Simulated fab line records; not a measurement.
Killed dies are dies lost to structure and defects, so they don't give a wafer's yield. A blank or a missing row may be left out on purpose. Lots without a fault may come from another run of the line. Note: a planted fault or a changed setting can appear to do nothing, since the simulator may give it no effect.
Comparing a struck lot with a sound one -- flow sky130 -- 35 steps out of a route of 708
Sound: these wafers, L454.2, L454.4, L454.5. The struck wafers were L470.1, L470.4, L470.5. The cause is given at the end.
At each step with rows: each side's tool, then ch and its chambers, then its first start. Under that, the readings that differ: sound wafers -- struck wafers -- difference of the means -- sigmas: that difference in standard deviations of wafers without a fault.
alike: readings with means less than 2 such deviations apart, plus words and numbers identical on both sides. not compared: withheld readings, readings lacking a value on some wafer, bounds such as >300 that could conceal the same value, and numbers that have no deviation in the record and whose values overlap.
A row with sigmas, a row that says differs or no value, or rows on one side alone: a step with any of these is where the two part. Non-overlapping numbers with no deviation appear without sigmas and do not part them. Lack of a reading on every wafer of one side parts them only where that side has two or more wafers.

first, 10 steps without rows for these wafers: SKY_METAL3_PEB_11; SKY_METAL3_DEVELOP_12 (develop time 60 s); SKY_METAL3_DESCUM_15 (chemistry O2, time 8 s); SKY_METAL3_ETCH_16 (etches BARC in N2/H2, stops on SiO2, time 88.2 s, target depth 60 nm); SKY_METAL3_ETCH_17 (etches SiO2 in C4F8/O2/Ar, stops on TiN, time 3.9 s, target depth 15 nm); SKY_METAL3_METAL_ETCH_18 (etches the open film in Cl2/BCl3, stops on SiO2, target depth 845 nm, time 183.1 s); SKY_METAL3_STRIP_19 (strips in O2/N2); SKY_METAL3_STRIP_20 (strips in post etch residue remover, time 1200 s); SKY_METAL3_CLEAN_21 (cleans in IPA, time 180 s); SKY_METAL3_CLEAN_22 (cleans in O3/DIW).
SKY_VIA3_HDPCVD_00: deposits SiO2, target thk 1635 nm, time 272.5 s.
  sound on hdpcvd-01 ch 0,1,2, day 38 20:37; struck on hdpcvd-01 ch 0,1, day 43 10:37
then, 23 steps without rows for these wafers: SKY_VIA3_CMP_02 (polishes SiO2); SKY_VIA3_DEHYDRATE_04 (time 60 s); SKY_VIA3_HMDS_05 (prime time 60 s); SKY_VIA3_COAT_06 (resist thk 60 nm); SKY_VIA3_COAT_07 (resist thk 450 nm); SKY_VIA3_SOFTBAKE_08 (time 90 s); SKY_VIA3_EXPOSE_09 (exposes mask VIM3, target cd 200 nm); SKY_VIA3_PEB_10; SKY_VIA3_DEVELOP_11 (develop time 60 s); SKY_VIA3_ETCH_14 (etches BARC in N2/H2, stops on SiO2, time 45.9 s, target depth 60 nm); SKY_VIA3_ETCH_15 (etches SiO2 in C4F8/O2/Ar, stops on TiN, target depth 507 nm, time 78 s); SKY_VIA3_STRIP_16 (strips in O2/N2); SKY_VIA3_STRIP_17 (strips in post etch residue remover, time 1200 s); SKY_VIA3_CLEAN_18 (cleans in IPA, time 180 s); SKY_VIA3_CLEAN_19 (cleans in O3/DIW); SKY_VIA3_SPUTTER_20 (material TiN, target thk 20 nm, time 80 s); SKY_VIA3_CVD_21 (deposits W, target thk 390 nm, time 117.31 s); SKY_VIA3_CMP_24 (polishes, stops on SiO2, t overpolish 20 s, target thk 0 nm); SKY_METAL4_SPUTTER_00 (material Ti, target thk 15 nm, time 10 s); SKY_METAL4_SPUTTER_01 (material TiN, target thk 20 nm, time 16.7 s); SKY_METAL4_SPUTTER_02 (material AlCu, target thk 735 nm, time 39.1 s); SKY_METAL4_SPUTTER_03 (material Ti, target thk 5 nm, time 3.3 s); SKY_METAL4_SPUTTER_04 (material TiN, target thk 70 nm, time 58.3 s).
-- the record jumps here: 6 days lie between the struck wafers' starts before and after (it left off in module METAL4 and takes up again in module PAD_OPEN, whose first step shown is number 708 of the route) --
SKY_PAD_OPEN_PROBE_99:
  sound: prober-02 at day 46 01:29; struck: prober-02 at day 49 15:56
reading,sound,struck,difference,sigmas
killed_at_M0_to_M3,42 46 50,86 84 62,+31,+5
killedAtFrontEnd,26 29 15,13 13 14,-10,-2
killedOpen,56 60 60,35 40 42,-20,-3
sort_bin_3_pad_short (%),1.2 1.0 1.0,3.5 5.7 3.0,+3.0,+7
model.etest.tester.sort_bin_3_pct (%),1.22 1.016 1.016,3.455 5.691 3.049,+2.981,
  alike: defectLimitedYield, killed_at_M4_up, killedAtContacts, killedAtOther, killedDies, killedShort, sort_bin_5_function, sort_bin_6_memory, sortNPass, sortYieldPct
  not compared: model.etest.tester.sortNPass, model.etest.tester.sortYieldPct, model.etest.tester.sort_bin_5_pct

== WHERE THEY PART ==
Only at SKY_PAD_OPEN_PROBE_99, as far as this record shows.

WHY: what the simulator had put in
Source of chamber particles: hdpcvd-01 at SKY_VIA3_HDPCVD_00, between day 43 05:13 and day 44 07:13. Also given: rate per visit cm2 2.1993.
